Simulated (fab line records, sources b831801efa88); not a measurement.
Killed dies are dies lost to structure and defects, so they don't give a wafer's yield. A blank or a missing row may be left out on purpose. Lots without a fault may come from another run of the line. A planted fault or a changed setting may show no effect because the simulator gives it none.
fab line records | flow sfq_line
record lots=6 wafers=18 last_day=86
route steps=325 shown M3@122 I3@133 M4@148
lots that met no fault: from a run of the same line without faults
start_h: hours from the record's first day to the start of the lot's first wafer shown | wait_h: hours since the lot's step before | " the same as in the row above | L1.1+2: a row that stands for several wafers | - no value, or no start given | * or withheld: withheld | < > ~ a bound
route shown NAME@n: a module of which the file shows steps, and the number in the route of the first | usual: mean/standard deviation of fault-free wafers | same: alike in all rows | chamber/n: place in a boat | sites: the reading at each site | _std_site: their standard deviation | _edge_site: outer sites' mean less inner sites' | radius_mm: how far each site lies from the wafer's centre | mask NAME#n: copy n | behind: the tool/chamber that last shaped the wafer | hold: why the lot was held/for how many hours/how that ended | device: the transistor (n, p or np) that didn't switch | end of line: the same wafers' tests at the end of the route | a step without rows: its recipe alone | killed: dies lost to structure and defects at the first sort, not the wafer's yield | map: a wafer's dies, x killed, . not, _ none there
set.NAME: the setting as run; set.NAME@STEP: as run at that earlier step | model.NAME: the simulator's own value behind a step, which no gauge read
lots at some steps of the route; a table a step, a row a wafer
services: from which hour (start_h, from the record's first day; less than 0 if before it) a tool's chamber was out of use, for how many hours, and why
## steps
# step SFQ_TRILAYER_M3_LITHO_COAT_080
# recipe resist=BARC spin_rpm=3000 resist_thk_nm=62
# step SFQ_TRILAYER_M3_LITHO_COAT_075
# recipe resist=KrF spin_rpm=3000 resist_thk_nm=600
# step SFQ_TRILAYER_M3_LITHO_SOFTBAKE_079
# recipe temp_c=withheld time_s=withheld resist=KrF
# step SFQ_TRILAYER_M3_LITHO_EXPOSE_076
# recipe mask_id=M3 na=0.6 source_shape=conventional sigma_outer=0.65 target_cd_nm=500 dose_mj=14.4
# step SFQ_TRILAYER_M3_LITHO_PEB_078
# recipe peb_temp_c=115 peb_time_s=60 resist=KrF
# step SFQ_TRILAYER_M3_LITHO_DEVELOP_077
# recipe time_s=60 resist=KrF
# step SFQ_M3_OVL_MEAS_921
# usual M3_OVL=5/4.5
# columns lot.wafer tool chamber start_h wait_h M3_OVL[nm]
L219.1 overlay-02 - 923.36 0.1 1
L219.2 " - " " 0
L219.6 " - " " 1
L220.1 overlay-02 - 928.16 0.1 7
L220.2 " - " " 0
L220.6 " - " " -2
L230.4 overlay-01 - 1149.69 0.1 7
L230.5 " - " " 3
L230.6 " - " " 5
L232.2 overlay-02 - 1171.87 0.1 3
L232.4 " - " " 6
L232.5 " - " " 11
L236.1 overlay-01 - 1203.90 0.1 7
L236.4 " - " " 8
L236.6 " - " " 8
L237.1 overlay-01 - 1211.10 0.1 6
L237.3 " - " " 1
L237.5 " - " " 1
# step SFQ_TRILAYER_M3_BARC_OPEN_METAL_ETCH_100
# recipe mask_material=PR chemistry=O2 target_depth_nm=125 target=BARC icp_w=600 bias_w=80 pressure_mtorr=10 time_s=41.7
# usual drypump_motor_current_A=5.6/0.41 oes_product_au=0.685/0.0043 rf_fwd_power_W=593.5/2.6
# columns lot.wafer tool chamber start_h wait_h drypump_motor_current_A oes_product_au rf_fwd_power_W rf_hours_counter_h
L219.1 rie_metal-01 1 923.40 0.0 6.0 0.681 593.2 116
L219.2 " 0 " " 5.2 0.691 589.9 99
L219.6 " 0 " " 5.2 0.691 587.0 -
L220.1 rie_metal-01 0 928.20 0.0 5.2 0.683 591.5 99
L220.2 " 1 " " 6.0 0.685 595.4 116
L220.6 " 0 " " 5.2 0.681 591.8 -
L230.4 rie_metal-01 0 1149.73 0.0 5.2 0.684 592.1 -
L230.5 " 0 " " 5.2 0.686 590.3 -
L230.6 " 1 " " 6.0 0.687 594.3 -
L232.2 rie_metal-04 0 1171.90 0.0 5.6 0.679 595.5 126
L232.4 " 1 " " 5.7 0.687 592.6 -
L232.5 " 0 " " 5.6 0.689 590.6 -
L236.1 rie_metal-04 1 1203.94 0.0 5.7 0.686 591.9 111
L236.4 " 1 " " 5.7 0.686 594.9 -
L236.6 " 1 " " 5.6 0.682 594.1 -
L237.1 rie_metal-03 0 1211.14 0.0 6.2 0.684 590.6 113
L237.3 " 0 " " 6.1 0.683 588.3 -
L237.5 " 1 " " 4.8 0.690 595.6 -
# step SFQ_TRILAYER_M3_ETCH_METAL_ETCH_078
# recipe target=Nb stop_on=SiO2 mask_material=PR chemistry=Cl2/Ar target_depth_nm=240 icp_w=600 bias_w=80 pressure_mtorr=10 time_s=120
# usual drypump_motor_current_A=5.6/0.41 oes_product_au=0.893/0.007 rf_fwd_power_W=596.9/2.2
# columns lot.wafer tool chamber start_h wait_h drypump_motor_current_A oes_product_au rf_fwd_power_W rf_hours_counter_h
L219.1 rie_metal-01 1 923.46 0.0 6.0 0.893 595.5 116
L219.2 " 0 " " 5.2 0.887 598.0 99
L219.6 " 0 " " 5.2 0.888 595.0 -
L220.1 rie_metal-01 0 928.26 0.0 5.2 0.893 597.6 99
L220.2 " 1 " " 5.9 0.891 597.3 116
L220.6 " 0 " " 5.2 0.887 593.6 -
L230.4 rie_metal-01 0 1149.81 0.1 5.2 0.894 594.6 -
L230.5 " 0 " " 5.2 0.889 596.5 -
L230.6 " 1 " " 6.0 0.890 593.1 -
L232.2 rie_metal-04 0 1171.96 0.0 5.6 0.888 596.8 126
L232.4 " 1 " " 5.7 0.898 598.6 -
L232.5 " 0 " " 5.6 0.892 597.2 -
L236.1 rie_metal-04 1 1204.06 0.1 5.7 0.893 600.3 111
L236.4 " 1 " " 5.6 0.905 601.0 -
L236.6 " 1 " " 5.7 0.884 600.6 -
L237.1 rie_metal-03 0 1211.20 0.0 6.1 0.889 595.9 113
L237.3 " 0 " " 6.1 0.889 597.9 -
L237.5 " 1 " " 4.8 0.889 597.0 -
# step SFQ_TRILAYER_M3_STRIP_STRIP_079
# recipe gas=O2 power_w=200 platen_temp_c=40 overash_fraction=0.65 chemistry=O2 pressure_mtorr=50
# usual drypump_motor_current_A=5.6/0.41 oes_product_au=1.000/0.0075
# columns lot.wafer tool chamber start_h wait_h drypump_motor_current_A oes_product_au rf_hours_counter_h
L219.1 rie_metal-01 1 923.58 0.1 5.9 0.995 116
L219.2 " 0 " " 5.2 1.002 99
L219.6 " 0 " " 5.2 1.002 -
L220.1 rie_metal-01 0 928.38 0.1 5.2 1.012 100
L220.2 " 1 " " 6.0 0.999 116
L220.6 " 0 " " 5.2 1.010 -
L230.4 rie_metal-01 0 1150.10 0.2 5.2 1.014 -
L230.5 " 0 " " 5.2 1.007 -
L230.6 " 1 " " 6.0 1.014 -
L232.2 rie_metal-04 0 1172.08 0.1 5.6 1.012 126
L232.4 " 1 " " 5.6 1.008 -
L232.5 " 0 " " 5.6 0.999 -
L236.1 rie_metal-04 1 1204.31 0.2 5.7 1.013 111
L236.4 " 1 " " 5.7 1.019 -
L236.6 " 1 " " 5.7 1.021 -
L237.1 rie_metal-03 0 1211.32 0.1 6.2 0.984 113
L237.3 " 0 " " 6.1 0.991 -
L237.5 " 1 " " 4.8 1.004 -
# step SFQ_TRILAYER_M3_STRIP_SOLV_CLEAN_080
# recipe chemistry=NMP temp_c=70 time_s=600
# step SFQ_TRILAYER_I3_DEP_PECVD_081
# recipe material=SiO2 temp_c=150 time_s=111.11 pressure_torr=2.4 rf_w=183.3 precursor=SiH4/N2O target_thk_nm=500
# step SFQ_TRILAYER_I3_CMP_CMP_082
# recipe material=SiO2 down_force_psi=3 platen_rpm=60 pad_velocity_m_s=0.94248
# usual motor_current_A=10.1/1 time_to_endpoint_s=216/6.7
# columns lot.wafer tool chamber start_h wait_h motor_current_A time_to_endpoint_s model.SiO2_of_TRILAYER_I3_DEP_PECVD_081.thk_nm
L219.1 cmp-02 0 929.06 4.5 9.1 224 199.8
L219.2 " 3 930.56 6.0 11.0 199 219.6
L219.6 " 1 931.56 6.9 10.4 221 199.6
L220.1 cmp-02 2 935.06 5.7 11.4 217 199.9
L220.2 " 0 936.06 6.7 8.7 207 221.6
L220.6 " 2 937.06 7.6 11.1 218 199.5
L230.4 cmp-01 3 1153.47 2.7 9.8 226 200.4
L230.6 " 0 " " 9.7 225 200.2
L230.5 " 1 " " 8.8 213 199.6
L232.2 cmp-01 3 1177.03 4.1 9.7 224 201.1
L232.4 " 0 " " 9.7 230 201.3
L232.5 " 1 " " 8.4 226 200.1
L236.4 cmp-02 0 1209.57 3.6 9.4 217 200
L236.1 " 1 " " 10.6 210 199.9
L236.6 " 2 " " 11.8 211 198.3
L237.1 cmp-02 1 1214.57 2.3 10.4 203 199.6
L237.3 " 3 1215.57 3.3 10.8 211 199.1
L237.5 " 2 1217.07 4.7 11.5 211 198.8
# step SFQ_I3_BOW_MEAS_922
# recipe mode=bow
# usual I3_BOW=5/7.9
# columns lot.wafer tool chamber start_h wait_h I3_BOW[um]
L219.1 film_metro-02 - 932.06 2.5 7
L219.2 " - " " -1
L219.6 " - " " 11
L220.1 film_metro-04 - 938.06 2.5 -1
L220.2 " - " " 1
L220.6 " - " " -3
L230.4 film_metro-02 - 1155.03 1.1 -6
L230.5 " - " " -2
L230.6 " - " " 4
L232.2 film_metro-04 - 1179.05 1.5 -11
L232.4 " - " " -9
L232.5 " - " " 5
L236.1 film_metro-04 - 1211.57 1.0 4
L236.4 " - " " 9
L236.6 " - " " 6
L237.1 film_metro-02 - 1217.57 2.5 -9
L237.3 " - " " 7
L237.5 " - " " -7
# step SFQ_TRILAYER_I3_METRO_MEASURE_083
# usual thk_nm=199.6/0.92
# columns lot.wafer tool chamber start_h wait_h thk_nm
L219.1 film_metro-02 - 932.18 0.1 199.7
L219.2 " - " " 219.5
L219.6 " - " " 199.6
L220.1 film_metro-04 - 938.18 0.1 199.9
L220.2 " - " " 221.5
L220.6 " - " " 199.5
L230.4 film_metro-02 - 1155.69 0.6 200.4
L230.5 " - " " 199.7
L230.6 " - " " 200.3
L232.2 film_metro-04 - 1179.35 0.3 201.0
L232.4 " - " " 201.1
L232.5 " - " " 200.3
L236.1 film_metro-04 - 1211.69 0.1 199.8
L236.4 " - " " 200.0
L236.6 " - " " 198.2
L237.1 film_metro-02 - 1217.69 0.1 199.5
L237.3 " - " " 199.2
L237.5 " - " " 198.8
# step SFQ_TRILAYER_I3_VIA_LITHO_COAT_090
# recipe resist=BARC spin_rpm=3000 resist_thk_nm=62
# step SFQ_TRILAYER_I3_VIA_LITHO_COAT_085
# recipe resist=KrF spin_rpm=3000 resist_thk_nm=650
# step SFQ_TRILAYER_I3_VIA_LITHO_SOFTBAKE_089
# recipe temp_c=withheld time_s=withheld resist=KrF
# step SFQ_TRILAYER_I3_VIA_LITHO_EXPOSE_086
# recipe mask_id=I3 na=0.6 source_shape=conventional sigma_outer=0.65 target_cd_nm=500 dose_mj=21.3
# step SFQ_TRILAYER_I3_VIA_LITHO_PEB_088
# recipe peb_temp_c=115 peb_time_s=60 resist=KrF
# step SFQ_TRILAYER_I3_VIA_LITHO_DEVELOP_087
# recipe time_s=60 resist=KrF
# step SFQ_I3_OVL_MEAS_923
# usual I3_OVL=-2/6.4
# columns lot.wafer tool chamber start_h wait_h I3_OVL[nm]
L219.1 overlay-02 - 938.48 0.1 -6
L219.2 " - " " 1
L219.6 " - " " -4
L220.1 overlay-02 - 941.63 0.1 -4
L220.2 " - " " -6
L220.6 " - " " 4
L230.4 overlay-02 - 1158.68 0.1 12
L230.5 " - " " 5
L230.6 " - " " 6
L232.2 overlay-01 - 1182.61 0.1 -5
L232.4 " - " " -3
L232.5 " - " " -8
L236.1 overlay-01 - 1215.14 0.1 2
L236.4 " - " " -3
L236.6 " - " " 2
L237.1 overlay-01 - 1221.14 0.1 -10
L237.3 " - " " -3
L237.5 " - " " -8
# step SFQ_TRILAYER_I3_VIA_BARC_OPEN_VIA_ETCH_121
# recipe mask_material=PR chemistry=O2 target_depth_nm=125 target=BARC source_w=500 bias_w=80 pressure_mtorr=30 time_s=41.7
# step SFQ_TRILAYER_I3_VIA_ETCH_VIA_ETCH_088
# recipe target=SiO2 stop_on=Nb mask_material=PR taper_deg=20 chemistry=CHF3 target_depth_nm=260 source_w=500 bias_w=80 pressure_mtorr=30 time_s=withheld
# usual drypump_motor_current_A=5.8/0.61 oes_product_au=0.853/0.0055 rf_fwd_power_W=498.1/1.6
# columns lot.wafer tool chamber start_h wait_h drypump_motor_current_A oes_product_au rf_fwd_power_W model.etch.depth_nm model.I3.feature_depth_nm
L219.1 rie_diel-04 2 938.55 0.0 5.1 0.859 496.0 199.8 199.8
L219.2 " 0 " " 5.1 0.901 497.7 219.6 219.6
L219.6 " 2 " " 5.1 0.847 495.3 199.6 199.6
L220.1 rie_diel-03 0 941.71 0.0 6.1 0.854 498.5 199.9 199.9
L220.2 " 3 " " 5.8 0.910 496.1 221.6 221.6
L220.6 " 3 " " 5.8 0.854 497.5 199.5 199.5
L230.4 rie_diel-03 1 1158.74 0.0 6.8 0.853 497.6 200.4 200.4
L230.5 " 3 " " 5.8 0.849 497.8 199.6 199.6
L230.6 " 2 " " 6.4 0.849 498.6 200.2 200.2
L232.2 rie_diel-04 0 1182.68 0.0 5.1 0.856 495.6 201.1 201.1
L232.4 " 1 " " 4.9 0.858 498.2 201.3 201.3
L232.5 " 2 " " 5.2 0.857 499.2 200.1 200.1
L236.1 rie_diel-04 3 1215.22 0.0 6.0 0.848 500.8 199.9 199.9
L236.4 " 1 " " 4.9 0.863 498.8 200 200
L236.6 " 2 " " 5.2 0.849 497.8 198.3 198.3
L237.1 rie_diel-01 2 1221.22 0.0 5.8 0.849 496.8 199.6 199.6
L237.3 " 1 " " 4.9 0.862 497.0 199.1 199.1
L237.5 " 2 " " 5.8 0.849 497.7 198.8 198.8
# step SFQ_TRILAYER_I3_VIA_STRIP_STRIP_089
# recipe gas=O2 power_w=200 platen_temp_c=40 overash_fraction=0.65 chemistry=O2 pressure_mtorr=50
# usual drypump_motor_current_A=5.6/0.3 oes_product_au=1.007/0.0071
# columns lot.wafer tool chamber start_h wait_h drypump_motor_current_A oes_product_au rf_hours_counter_h
L219.1 rie_metal-02 0 938.67 - 5.6 0.998 94
L219.2 " 1 " " 5.8 1.010 13
L219.6 " 1 " " 5.8 1.010 -
L220.1 rie_metal-02 1 941.82 - 5.8 1.013 13
L220.2 " 0 " " 5.6 1.002 94
L220.6 " 0 " " 5.6 1.010 -
L230.4 rie_metal-04 1 1159.05 - 5.6 1.012 -
L230.5 " 0 " " 5.5 0.994 -
L230.6 " 1 " " 5.6 1.009 -
L232.2 rie_metal-02 0 1182.79 - 5.6 1.003 126
L232.4 " 0 " " 5.6 0.999 -
L232.5 " 1 " " 5.7 1.004 -
L236.1 rie_metal-03 1 1215.33 - 4.8 1.010 53
L236.4 " 1 " " 4.8 1.019 -
L236.6 " 1 " " 4.8 1.023 -
L237.1 rie_metal-02 1 1221.33 - 5.8 1.012 54
L237.3 " 1 " " 5.8 1.015 -
L237.5 " 1 " " 5.7 1.020 -
# step SFQ_TRILAYER_I3_VIA_STRIP_SOLV_CLEAN_090
# recipe chemistry=NMP temp_c=70 time_s=600
# step SFQ_TRILAYER_M4_DEP_PRE_CLEAN_092
# recipe gas=Ar time_s=22.5 bias_v=250
# columns lot.wafer tool chamber start_h wait_h model.SiO2_of_TRILAYER_I3_DEP_PECVD_081.thk_nm
L219.1 pvd_sputter-06 - 939.44 0.0 192.3
L219.2 " - " " 212.1
L219.6 " - " " 192.1
L220.1 pvd_sputter-03 - 942.60 0.0 192.4
L220.2 " - " " 214.1
L220.6 " - " " 192
L230.4 pvd_sputter-06 - 1159.62 0.0 192.9
L230.5 " - " " 192.1
L230.6 " - " " 192.7
L232.2 pvd_sputter-03 - 1183.57 0.0 193.6
L232.4 " - " " 193.8
L232.5 " - " " 192.6
L236.1 pvd_sputter-04 - 1216.12 0.0 192.4
L236.4 " - " " 192.5
L236.6 " - " " 190.8
L237.1 pvd_sputter-04 - 1222.88 0.0 192.1
L237.3 " - " " 191.6
L237.5 " - " " 191.3
# step SFQ_TRILAYER_M4_DEP_SPUTTER_091
# recipe material=Nb base_pressure_pa=1.33e-06 chamber_pressure_pa=0.1333 substrate_temp_c=20 resputter_cathode_voltage_v=400 target_thk_nm=200 power_w=2000 time_s=133.3
# usual base_pressure_pa=1.32e-06/9e-08 throttle_valve_pct=30.1/0.92
# columns lot.wafer tool chamber start_h wait_h base_pressure_pa throttle_valve_pct
L219.1 pvd_sputter-06 - 939.47 0.0 1.33e-06 30.1
L219.2 " - " " 1.3e-06 29.6
L219.6 " - " " 1.44e-06 30.1
L220.1 pvd_sputter-03 - 942.63 0.0 1.36e-06 30.3
L220.2 " - " " 1.5e-06 31.2
L220.6 " - " " 1.33e-06 30.5
L230.4 pvd_sputter-06 - 1159.65 0.0 1.38e-06 27.9
L230.5 " - " " 1.41e-06 30.1
L230.6 " - " " 1.18e-06 29.6
L232.2 pvd_sputter-03 - 1183.60 0.0 1.43e-06 30.4
L232.4 " - " " 1.37e-06 30.2
L232.5 " - " " 1.35e-06 30.3
L236.1 pvd_sputter-04 - 1216.15 0.0 1.39e-06 30.7
L236.4 " - " " 1.24e-06 30.4
L236.6 " - " " 1.34e-06 30.8
L237.1 pvd_sputter-04 - 1222.91 0.0 1.49e-06 29.2
L237.3 " - " " 1.33e-06 30.3
L237.5 " - " " 1.3e-06 30.4
## services
# columns tool chamber start_h hours kind
cmp-02 - 903.55 1.2 repair
pvd_sputter-03 - 905.30 5.7 repair
rie_metal-04 0 911.74 4.5 repair
rie_metal-02 1 911.86 9.9 repair
rie_metal-01 - 912.48 0.6 repair
rie_metal-04 - 926.55 1.4 pm
rie_metal-02 - 948.83 2.8 pm
pvd_sputter-04 - 953.15 1.9 repair
pvd_sputter-06 - 955.67 1.6 repair
rie_metal-01 0 964.48 3.1 repair
pvd_sputter-04 - 972.37 4.1 repair
pvd_sputter-04 - 979.33 56.3 repair
rie_metal-02 1 991.21 3.6 repair
rie_metal-01 1 996.87 20.7 repair
pvd_sputter-04 - 1002.50 6.2 repair
rie_metal-03 - 1008.53 0.7 repair
cmp-02 - 1032.48 4.6 repair
cmp-02 - 1040.75 0.6 repair
cmp-02 - 1049.54 4.0 repair
rie_metal-03 - 1049.87 1.4 pm
cmp-02 - 1056.54 5.3 pm
pvd_sputter-04 - 1060.47 2.2 repair
pvd_sputter-04 - 1074.03 1.0 repair
rie_metal-01 - 1115.71 0.1 repair
## key
first_sign step=SFQ_TRILAYER_I3_METRO_MEASURE_083 reading=thk_nm direction=up sigmas=23 usual=199.6 struck=220.5
effect step=SFQ_TRILAYER_I3_VIA_ETCH_VIA_ETCH_088 reading=oes_product_au direction=up sigmas=9.6 usual=0.853 struck=0.906
model_effect step=SFQ_TRILAYER_I3_CMP_CMP_082 value=SiO2_of_TRILAYER_I3_DEP_PECVD_081.thk_nm without=200.6 struck=220.6
model_effect step=SFQ_TRILAYER_I3_VIA_ETCH_VIA_ETCH_088 value=etch.depth_nm without=200.6 struck=220.6
model_effect step=SFQ_TRILAYER_M4_DEP_PRE_CLEAN_092 value=SiO2_of_TRILAYER_I3_DEP_PECVD_081.thk_nm without=193.1 struck=213.1
met_at SFQ_TRILAYER_I3_CMP_CMP_082
struck_wafers L219.2,L220.2
fault kind=process_parameter_drift tool=cmp-02 chamber=- onset_h=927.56 steps=SFQ_TRILAYER_I3_CMP_CMP_082 channel=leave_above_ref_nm offset=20 shape=step end_h=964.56 scope=struck_wafers_only acts_in=these_recipes_only stated=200
